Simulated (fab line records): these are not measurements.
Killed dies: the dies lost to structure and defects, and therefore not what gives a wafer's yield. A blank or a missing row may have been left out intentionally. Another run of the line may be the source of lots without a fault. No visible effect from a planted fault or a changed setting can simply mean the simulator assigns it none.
2 desks, one fault -- flow sky130 -- each desk holds nothing but its own numbers, with what lay behind them at the end

== FOR THE TOOL OWNER'S DESK: pvd-sputter-03 ==
The tool's own readings at SKY_METAL4_SPUTTER_04 (material TiN, target thk 70 nm, time 58.3 s): means of the sampled wafers that have a number, for each lot that ran on this tool. A lot is out of limits, marked OUT, if its mean lies more than 4 standard deviations from the usual mean; the brackets give that distance.
Columns: A = throttle-valve-pct at SKY_METAL4_SPUTTER_04, usual 30.9 %
lot,first seen here,A
L530,day 41 17:36,31.3
L532,day 42 03:46,31.5
L534,day 42 14:28,31.7
L535,day 42 21:33,31.4
Result from this desk: across the 4 lots, nothing is out of limits.

== THE METROLOGY DESK ==
What the gauges read, lot by lot, whatever tool the lot ran on: means of the sampled wafers that have a number. A lot is out of limits, marked OUT, if its mean lies more than 4 standard deviations from the usual mean; the brackets give that distance.
Columns: A = VIA3_W_RS at SKY_VIA3_RS_MEAS_22, usual 0.296 ohm/sq; B = VIA3_W_THK at SKY_VIA3_THK_MEAS_23, usual 392 nm
lot,first seen here,A,B
L527,day 40 07:31,0.296,392
L530,day 41 17:02,0.295,395
L532,day 42 03:11,0.296,392
L533,day 42 08:01,0.299,388
L534,day 42 13:53,0.296,390
L535,day 42 20:48,0.299,386
L546,day 45 08:01,0.303,383
Result from this desk: across the 7 lots, nothing is out of limits.

== BROUGHT TOGETHER ==
Nothing out of limits was seen by the tool owner's desk.
Metrology desk: nothing out of limits seen.

== WHAT THE SIMULATOR HAD PUT IN ==
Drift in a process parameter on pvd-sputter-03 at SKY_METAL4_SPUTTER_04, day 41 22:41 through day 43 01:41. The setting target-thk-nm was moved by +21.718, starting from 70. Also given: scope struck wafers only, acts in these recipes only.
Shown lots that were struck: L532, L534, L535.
